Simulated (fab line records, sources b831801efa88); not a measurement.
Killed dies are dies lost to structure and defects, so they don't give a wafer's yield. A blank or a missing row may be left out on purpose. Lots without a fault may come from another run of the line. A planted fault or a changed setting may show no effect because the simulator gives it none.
One fault seen from 2 desks | flow gf180mcu | each desk has only its own numbers; what lay behind them comes last

THE TOOL OWNER'S DESK: pvd_sputter-03
The tool's own readings at GF_M2_SPUTTER_02 (material AlCu, target thk 450 nm, time 23.9 s): means of the sampled wafers that have a number, for each lot that ran on this tool. A lot is out of limits, marked OUT, if its mean lies more than 4 standard deviations from the usual mean; the brackets give that distance.
Columns: A = throttle_valve_pct at GF_M2_SPUTTER_02, usual 30.4 %
lot  | first seen here | A
L342 | day 20 20:35    | 31.4
L348 | day 22 16:55    | 31.3
L349 | day 22 23:01    | 32.1
L350 | day 23 07:58    | 31.0
L356 | day 25 04:00    | 30.6
L357 | day 25 08:27    | 31.4
This desk's finding: nothing out of limits on any of the 6 lots.

THE METROLOGY DESK
What the gauges read, lot by lot, whatever tool the lot ran on: means of the sampled wafers that have a number. A lot is out of limits, marked OUT, if its mean lies more than 4 standard deviations from the usual mean; the brackets give that distance.
Columns: A = STI_OXIDATION_THK at GF_STI_THK_MEAS_02, usual 9.98 nm; B = M2_ALCU_RS at GF_M2_RS_MEAS_05, usual 0.0696 ohm/sq
lot  | first seen here | A     | B
L338 | day 1 12:36     | 9.66  | 0.0695
L340 | day 1 21:32     | 9.92  | 0.0698
L341 | day 2 02:31     | 10.09 | 0.0699
L342 | day 2 08:44     | 10.12 | 0.0697
L343 | day 2 12:31     | 9.73  | 0.0694
L345 | day 2 22:42     | 9.93  | 0.0698
L346 | day 3 05:25     | 10.25 | 0.0701
L347 | day 3 09:46     | 9.79  | 0.0702
L348 | day 3 14:00     | 9.90  | 0.0704
L349 | day 3 19:11     | 9.97  | 0.0690
L350 | day 3 23:31     | 10.09 | 0.0691
L356 | day 5 05:32     | 9.83  | 0.0713
L357 | day 5 10:31     | 10.37 | 0.0710
This desk's finding: nothing out of limits on any of the 13 lots.

PUT TOGETHER
The tool owner's desk saw nothing out of limits.
The metrology desk saw nothing out of limits.

WHAT THE SIMULATOR HAD PUT IN
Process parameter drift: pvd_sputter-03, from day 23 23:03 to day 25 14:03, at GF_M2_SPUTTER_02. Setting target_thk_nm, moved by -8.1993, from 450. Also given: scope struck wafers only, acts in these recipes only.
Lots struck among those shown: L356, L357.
